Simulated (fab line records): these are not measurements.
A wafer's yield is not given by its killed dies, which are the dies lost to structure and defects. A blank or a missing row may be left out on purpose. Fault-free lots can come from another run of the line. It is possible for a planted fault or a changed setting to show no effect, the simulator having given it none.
fab line records | flow sky130 | part 2 of 2: steps 34 to 41 of 41
[record] lots = 5 wafers = 15 last-day = 50
route steps=708 shown SD_N@342 SD_P@359 RES_XHIGH@360 SALICIDE@361 LI_CONTACT@362
lots that met no fault: taken from a fault-free run of the same line
start-h: hours from the record's opening day to when the first of the lot's shown wafers began | wait-h: hours from the lot's prior step to this one | " the same as in the row above | L1.1+2: a row that stands for several wafers | - no value, or no start was given | * or withheld: withheld | < > ~ a bound
route shown NAME@n: NAME is a module with steps in the file, n the number in the route of the first one | usual: mean and standard deviation over wafers with no fault | same: alike in all rows | chamber/n: place in a boat | sites: the reading at each site | _std_site: the standard deviation of these | _edge_site: outer sites' mean less inner sites' | radius-mm: for every site, how far away it sits from the centre of the wafer | mask NAME#n: copy n | behind: tool/chamber where the wafer was last shaped | hold: why the lot was held/for how many hours/how that ended | device: transistor that didn't switch, given as n, p or np | end of line: tests run on the same wafers once the route is complete | where a step has no rows: the recipe by itself | killed: dies that structure and defects cost at the first sort, which is not the same as the wafer's yield | map: dies across one wafer; x = killed, . = not, _ = none there
set.NAME: setting as actually run; set.NAME@STEP: the setting as run at that earlier step | model.NAME: the simulator's own value behind a step, which no gauge read
certain route steps with their lots: each step a table, each wafer a row
services: from which hour (start-h, from the record's first day; less than 0 if before it) a tool's chamber was out of use, for how many hours, and why
[[steps]]
[step SKY_LI_CONTACT_ETCH_14]
[recipe] chemistry = N2/H2 target = BARC ion-energy-ev = 200 source-w = 500 bias-w = 100 pressure-mtorr = 30 n2-flow-sccm = 100 h2-flow-sccm = 200 stop-on = SiO2 time-s = 45.9 target-depth-a = 600
[usual] drypump-motor-current-A = 5.8/0.41 oes-product-au = 0.856/0.0049 throttle-valve-pct = 13.224/0.0089
// columns lot.wafer tool chamber start-h wait-h drypump-motor-current-A oes-product-au rf-hours-counter-h throttle-valve-pct
L076.2 rie-diel-04 3 701.99 0.0 5.5 0.850 11 13.216
L076.4 " 2 " " 5.3 0.864 2 13.216
L076.6 " 3 " " 5.6 0.860 - 13.216
L083.1 rie-diel-03 1 747.46 0.0 6.1 0.858 11 13.229
L083.2 " 0 " " 5.2 0.861 18 13.236
L083.3 " 2 " " 5.8 0.860 1 13.196
L090.1 rie-diel-03 2 799.34 0.0 5.8 0.851 3 13.230
L090.2 " 3 " " 5.8 0.850 18 13.223
L090.6 " 1 " " 6.1 0.848 - 13.229
L093.2 rie-diel-02 3 826.91 0.0 5.6 0.860 4 13.216
L093.5 " 2 " " 6.2 0.857 - 13.208
L093.6 " 3 " " 5.6 0.858 - 13.234
L096.1 rie-diel-02 2 840.69 0.0 6.2 0.859 11 13.222
L096.2 " 0 " " 6.1 0.863 7 13.216
L096.4 " 3 " " 5.6 0.861 5 13.231
[step SKY_LI_CONTACT_ETCH_15]
[recipe] target = PSG chemistry = C4F8/O2/Ar stop-on = Si taper-deg = 4.15 mask-material = KrF-thick source-w = 1500 bias-w = 1200 pressure-mtorr = 40 c4f8-flow-sccm = withheld O2_flow_sccm = 6 Ar_flow_sccm = 300 time-s = withheld target-depth-a = 6000
[usual] oes-product-au = 0.837/0.0049
// columns lot.wafer tool chamber start-h wait-h oes-product-au
L076.2 rie-diel-04 3 702.03 0.0 0.842
L076.4 " 2 " " 0.835
L076.6 " 3 " " 0.834
L083.1 rie-diel-03 1 747.51 0.0 0.844
L083.2 " 0 " " 0.835
L083.3 " 2 " " 0.844
L090.1 rie-diel-03 2 799.38 0.0 0.832
L090.2 " 3 " " 0.836
L090.6 " 1 " " 0.825
L093.2 rie-diel-02 3 826.96 0.0 0.831
L093.5 " 2 " " 0.840
L093.6 " 3 " " 0.833
L096.1 rie-diel-02 2 840.73 0.0 0.838
L096.2 " 0 " " 0.826
L096.4 " 3 " " 0.836
[step SKY_LI_CONTACT_STRIP_16]
[recipe] chemistry = O2/N2 power-w = 1400 pressure-mtorr = 1500 platen-temp-c = withheld o2-flow-sccm = 3000 n2-flow-sccm = 300 overash-fraction = 0.5
[usual] drypump-motor-current-A = 5.6/0.64 o2-flow-sccm = 2999/8.4 oes-product-au = 0.375/0.0048 strip-time-to-endpoint-s = 3.497/0.022
// columns lot.wafer tool chamber start-h wait-h drypump-motor-current-A o2-flow-sccm oes-product-au rf-hours-counter-h strip-time-to-endpoint-s
L076.2 plasma-asher-01 1 702.12 - 5.2 3002 0.378 102 3.525
L076.4 " 0 " " 4.8 2997 0.376 - 3.520
L076.6 " 0 " " 4.9 2991 0.373 - 3.511
L083.1 plasma-asher-01 1 747.59 - 5.2 2994 0.374 0 3.477
L083.2 " 0 " " 4.9 3003 0.376 0 3.490
L083.3 " 0 " " 4.9 3005 0.373 - 3.466
L090.1 plasma-asher-01 1 799.47 - 5.2 2995 0.371 5 3.485
L090.2 " 0 " " 4.9 3008 0.374 5 3.503
L090.6 " 1 " " 5.2 3005 0.373 - 3.520
L093.2 plasma-asher-04 1 827.04 - 6.7 2994 0.377 40 3.486
L093.5 " 1 " " 6.7 3011 0.367 - 3.504
L093.6 " 0 " " 5.1 3010 0.369 - 3.478
L096.1 plasma-asher-03 0 840.82 - 6.2 3001 0.381 70 3.576
L096.2 " 1 " " 5.3 2994 0.373 70 3.535
L096.4 " 1 " " 5.3 2980 0.382 - 3.542
[step SKY_LI_CONTACT_CLEAN_17]
[recipe] chemistry = NMP time-s = 600 temp-c = 60 dry = n2-spin
[usual] bath-guard-temp-C = 59.9/0.57 bath-heat-duty-pct = 10.1/1.1
// columns lot.wafer tool chamber start-h wait-h bath-guard-temp-C bath-heat-duty-pct
L076.2 wet-bench-04 0 702.22 0.1 60.6 12.4
L076.4 " 0 " " 60.7 10.7
L076.6 " 0 " " 60.8 11.1
L083.1 wet-bench-03 2 747.69 0.1 59.5 9.5
L083.2 " 2 " " 59.4 8.1
L083.3 " 2 " " 59.4 9.4
L090.1 wet-bench-01 0 799.57 0.1 59.5 10.4
L090.2 " 0 " " 59.6 10.5
L090.6 " 0 " " 59.6 10.8
L093.2 wet-bench-01 1 827.14 0.1 59.0 11.5
L093.5 " 1 " " 58.9 11.9
L093.6 " 1 " " 59.3 10.3
L096.1 wet-bench-01 3 840.92 0.1 59.8 9.6
L096.2 " 3 " " 59.6 8.0
L096.4 " 3 " " 59.2 10.2
[step SKY_LI_CONTACT_PRE_CLEAN_18]
[recipe] gas = Ar time-s = 5.6 bias-v = 358
// columns lot.wafer tool chamber start-h wait-h
L076.2+4+6 pvd-sputter-04 - 702.39 0.0
L083.1+2+3 pvd-sputter-04 - 747.87 0.0
L090.1+2+6 pvd-sputter-04 - 799.74 0.0
L093.2+5+6 pvd-sputter-03 - 827.32 0.0
L096.1+2+4 pvd-sputter-02 - 841.09 0.0
[step SKY_LI_CONTACT_SPUTTER_19]
[recipe] material = Ti target-thk-nm = 20 chamber-pressure-pa = 5 power-w = 2500 substrate-temp-c = 200 time-s = 106.37
[usual] chamber-pressure-pa = 5.001/0.0098 throttle-valve-pct = 30.3/1
// columns lot.wafer tool chamber start-h wait-h chamber-pressure-pa throttle-valve-pct
L076.2 pvd-sputter-04 - 702.41 0.0 5.007 28.3
L076.4 " - " " 4.992 31.5
L076.6 " - " " 5.000 28.4
L083.1 pvd-sputter-04 - 747.89 0.0 4.991 31.2
L083.2 " - " " 4.999 29.3
L083.3 " - " " 4.985 28.3
L090.1 pvd-sputter-04 - 799.76 0.0 5.008 28.6
L090.2 " - " " 4.998 31.3
L090.6 " - " " 4.999 28.6
L093.2 pvd-sputter-03 - 827.34 0.0 4.999 31.3
L093.5 " - " " 5.011 30.5
L093.6 " - " " 4.988 29.5
L096.1 pvd-sputter-02 - 841.11 0.0 4.988 30.8
L096.2 " - " " 4.995 29.7
L096.4 " - " " 5.002 29.3
[step SKY_LI_CONTACT_SPUTTER_20]
[recipe] material = TiN target-thk-nm = 20 chamber-pressure-pa = 5 power-w = 4000 time-s = 80
[usual] chamber-pressure-pa = 5.001/0.01 throttle-valve-pct = 30.2/0.99
// columns lot.wafer tool chamber start-h wait-h chamber-pressure-pa throttle-valve-pct
L076.2 pvd-sputter-04 - 702.49 0.0 5.003 28.5
L076.4 " - " " 5.017 31.5
L076.6 " - " " 4.990 28.2
L083.1 pvd-sputter-04 - 747.96 0.0 5.010 31.2
L083.2 " - " " 5.022 29.5
L083.3 " - " " 5.004 28.4
L090.1 pvd-sputter-04 - 799.84 0.0 5.007 28.5
L090.2 " - " " 4.994 31.1
L090.6 " - " " 4.988 28.2
L093.2 pvd-sputter-03 - 827.41 0.0 4.998 31.1
L093.5 " - " " 4.978 30.4
L093.6 " - " " 5.011 29.6
L096.1 pvd-sputter-02 - 841.19 0.0 5.003 30.7
L096.2 " - " " 5.008 29.4
L096.4 " - " " 5.012 29.5
[step SKY_LI_CONTACT_CVD_21]
[recipe] material = W target-thk-nm = 400 time-s = 120.56 temp-c = 400 pressure-torr = 40
[usual] heater-power-w = 836/130
// columns lot.wafer tool chamber start-h wait-h heater-power-w
L076.2 cvd-w-02 0 702.55 0.0 1008
L076.4 " 1 " " 773
L076.6 " 0 " " 1013
L083.1 cvd-w-02 1 748.02 0.0 787
L083.2 " 0 " " 1026
L083.3 " 1 " " 788
L090.1 cvd-w-01 0 799.90 0.0 830
L090.2 " 1 " " 669
L090.6 " 1 " " 651
L093.2 cvd-w-01 1 827.47 0.0 679
L093.5 " 0 " " 834
L093.6 " 1 " " 658
L096.1 cvd-w-01 1 841.25 0.0 663
L096.2 " 0 " " 838
L096.4 " 1 " " 657
[[services]]
// columns tool chamber start-h hours kind
wet-bench-04 - 635.81 1.6 repair
wet-bench-01 - 638.71 1.7 repair
krf-scanner-02 - 643.00 0.8 pm
rie-diel-03 1 663.16 2.8 repair
implanter-04 - 663.49 6.6 pm
cmp-02 - 663.57 6.4 pm
rie-diel-02 - 676.39 0.3 repair
rie-diel-03 3 677.31 1.3 repair
rie-diel-03 0 682.22 8.5 repair
cmp-02 - 688.09 0.6 repair
implanter-02 - 688.15 0.7 repair
cmp-02 - 694.45 5.5 pm
rie-diel-03 2 708.85 10.9 repair
rie-diel-03 0 721.51 9.8 repair
rie-diel-03 2 727.91 13.7 repair
rie-diel-03 3 731.03 4.4 repair
rie-diel-03 3 744.27 6.0 repair
cmp-02 - 744.29 4.0 pm
cmp-02 - 745.61 0.8 repair
implanter-04 - 746.10 1.0 repair
implanter-02 - 770.95 4.8 pm
cmp-02 - 797.19 1.8 repair
implanter-02 - 811.45 0.5 repair
rie-diel-02 - 812.62 2.8 pm
